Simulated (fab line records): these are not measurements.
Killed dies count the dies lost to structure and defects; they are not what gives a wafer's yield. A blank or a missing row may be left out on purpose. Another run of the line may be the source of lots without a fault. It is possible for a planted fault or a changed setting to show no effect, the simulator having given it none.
One fault seen from 2 desks || flow sfq-line || what lay behind the numbers comes last; until then each desk has only its own

== METROLOGY DESK ==
Means of the sampled wafers that have a number, per lot and without regard to the tool the lot ran on: this is what the gauges read. A lot is out of limits, marked OUT, if its mean lies more than 4 standard deviations from the usual mean; the brackets give that distance.
Columns: A = J5_OVL at SFQ_JJ_OVL_MEAS_931, usual 2 nm
{"lot": "L502", "first seen here": "day 48 09:31", "A": 3}
{"lot": "L504", "first seen here": "day 48 13:07", "A": 8}
{"lot": "L506", "first seen here": "day 48 16:44", "A": 14}
{"lot": "L508", "first seen here": "day 49 08:52", "A": -7}
{"lot": "L509", "first seen here": "day 49 14:52", "A": -3}
{"lot": "L510", "first seen here": "day 50 11:16", "A": -3}
{"lot": "L511", "first seen here": "day 51 22:04", "A": 4}
{"lot": "L515", "first seen here": "day 53 14:43", "A": 8}
{"lot": "L516", "first seen here": "day 53 17:07", "A": 6}
{"lot": "L518", "first seen here": "day 54 00:19", "A": 5}
{"lot": "L522", "first seen here": "day 55 03:43", "A": -7}
{"lot": "L523", "first seen here": "day 55 17:20", "A": -2}
{"lot": "L524", "first seen here": "day 55 21:58", "A": -3}
{"lot": "L525", "first seen here": "day 56 10:59", "A": 1}
This desk's verdict: no lot among the 14 shows anything out of limits.

== TOOL OWNER'S DESK, pecvd-02 ==
The tool's own readings at SFQ_TRILAYER_I0_DEP_PECVD_027 (deposits SiO2 from SiH4/N2O, time 111.11 s, target thk 500 nm): means of the sampled wafers that have a number, for each lot that ran on this tool. A lot is out of limits, marked OUT, if its mean lies more than 4 standard deviations from the usual mean; the brackets give that distance.
Columns: A = heater-power-w at SFQ_TRILAYER_I0_DEP_PECVD_027, usual 85 W; B = run-length-s at SFQ_TRILAYER_I0_DEP_PECVD_027, usual 139.0 s; C = throttle-valve-pct at SFQ_TRILAYER_I0_DEP_PECVD_027, usual 25.2 %
{"lot": "L508", "first seen here": "day 8 01:37", "A": 77, "B": 139.4, "C": 26.1}
{"lot": "L509", "first seen here": "day 8 07:37", "A": 78, "B": 139.1, "C": 26.4}
{"lot": "L511", "first seen here": "day 8 18:25", "A": 80, "B": 139.3, "C": 26.3}
{"lot": "L515", "first seen here": "day 10 12:31", "A": 68, "B": "170.2 (+68) OUT", "C": 23.3}
{"lot": "L518", "first seen here": "day 11 19:43", "A": 70, "B": "170.0 (+67) OUT", "C": 23.5}
This desk's finding: out of limits on L515, L518; first on L515, day 10 12:31 (run-length-s at SFQ_TRILAYER_I0_DEP_PECVD_027). L508, L509, L511: within limits.

== TAKEN TOGETHER ==
An alarm could have come from the tool owner's desk at day 10 12:31, on L515, L518.
Metrology desk: nothing out of limits seen.
The metrology desk has L515, L518 on record, within its limits.
All the named lots went through SFQ_TRILAYER_I0_DEP_PECVD_027 on pecvd-02.

== WHAT WAS PUT IN BY THE SIMULATOR ==
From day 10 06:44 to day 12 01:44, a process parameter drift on pecvd-02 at SFQ_TRILAYER_I0_DEP_PECVD_027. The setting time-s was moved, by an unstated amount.
Lots struck among those shown: L515, L518.
Hours from the fault's start to each desk's first reading out of limits: the tool owner's desk, 6.
